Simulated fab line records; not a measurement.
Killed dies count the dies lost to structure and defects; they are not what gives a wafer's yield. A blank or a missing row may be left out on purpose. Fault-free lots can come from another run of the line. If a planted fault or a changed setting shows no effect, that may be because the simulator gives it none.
Problem report in the 8D (eight disciplines) form, filled by code ; flow gf180mcu ; the parts of the form that need people (team, actions taken, sign-off) are left out

## 1. THE PROBLEM
Mean NSD_RS at GF_PSD_RS_MEAS_14: 46.91 ohm/sq over 4 wafers in 3 lots; fault-free wafers: 46.08 ohm/sq, standard deviation 0.074. Relative to the usual mean, that is a shift of +11 standard deviations.
The step: measures by four-point-probe.
Earliest sighting: wafer L507.1 on film_metro-04 at day 21 02:57. The record has a number at this step for 34 wafers belonging to 12 lots. The rule behind "out" and "out of limits": a value lying over 4 standard deviations away from the usual mean. The other wafers with a number count as sound.

## 2. WHAT IT IS, AND WHAT IT ISN'T
question;is;is not
which readings at this step;NSD_RS;-
which lots;L507, L508, L509;L487, L488, L489, L494, L496, L497, L499, L500, L501
which wafers of those lots;L507.1, L508.5, L509.1, L509.5;L507.6, L508.6, L509.4
read on which gauges;film_metro-04;film_metro-02, film_metro-03
when;from day 21 02:57;"up to then (28 sound wafers); but 2 sound wafers of L508, L509 came after"

## 3. SUSPECTS, AND WHAT RULES EACH OUT
Counting: if a tool at a process step up to the reading ran every lot that is out, it stays a suspect. Sound lots after the first of them don't rule it out here, since some wafers of a struck lot are sound.
- the gauge at GF_PSD_RS_MEAS_14 is ruled out. All the wafers that are out were read on film_metro-04, but those of them that GF_NSD_STRIP_11 has rows for are out there too, on other tools.
- implanter-02 at GF_NSD_IMPLANT_09: kept. Ran every lot that is out, first one L507 (day 20 01:53); last sound lot up to then L499 (day 17 13:53).
Left after counting: implanter-02 at GF_NSD_IMPLANT_09.

## 4. THE CAUSE (what the simulator had put in)
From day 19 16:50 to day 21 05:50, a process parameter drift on implanter-02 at GF_NSD_IMPLANT_09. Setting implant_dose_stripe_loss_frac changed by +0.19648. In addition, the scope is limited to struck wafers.
After counting, this tool was the only one left.

## 5. THE CHAIN OF EFFECTS, in route order
Each row: a reading whose mean over the struck wafers that have a number lies more than 3 standard deviations from the usual. Scope: only readings with a usual standard deviation given in the record; hours: median across lots of the time from each lot's start at the first step in this table that gives one to its start at this step; sigmas: change in usual standard deviations.
hours;step;reading;usual;on struck wafers;change;sigmas
0;GF_NSD_STRIP_11;strip_time_to_endpoint_s;22.98 s;22.43;-0.55;-13
25;GF_PSD_RS_MEAS_14;NSD_RS;46.08 ohm/sq;46.91;+0.83;+11
Here are the process steps it includes:
- GF_NSD_STRIP_11: strips in O2/N2.

## 6. WHAT WOULD HAVE CAUGHT IT SOONER
The first out-of-limits reading at a measuring or inspecting step in this record came at day 21 02:57, 34 hours after the fault's start at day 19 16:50.
Of the tool readings at GF_NSD_IMPLANT_09 for which the record gives a usual standard deviation, none was out on any struck wafer, so an alarm limit of 4 standard deviations on them would not have fired.
Each of the lots that are out, 3 in all, had begun GF_NSD_IMPLANT_09 on implanter-02 no later than day 21 02:57. Holding the tool at that point would not have protected any of them.
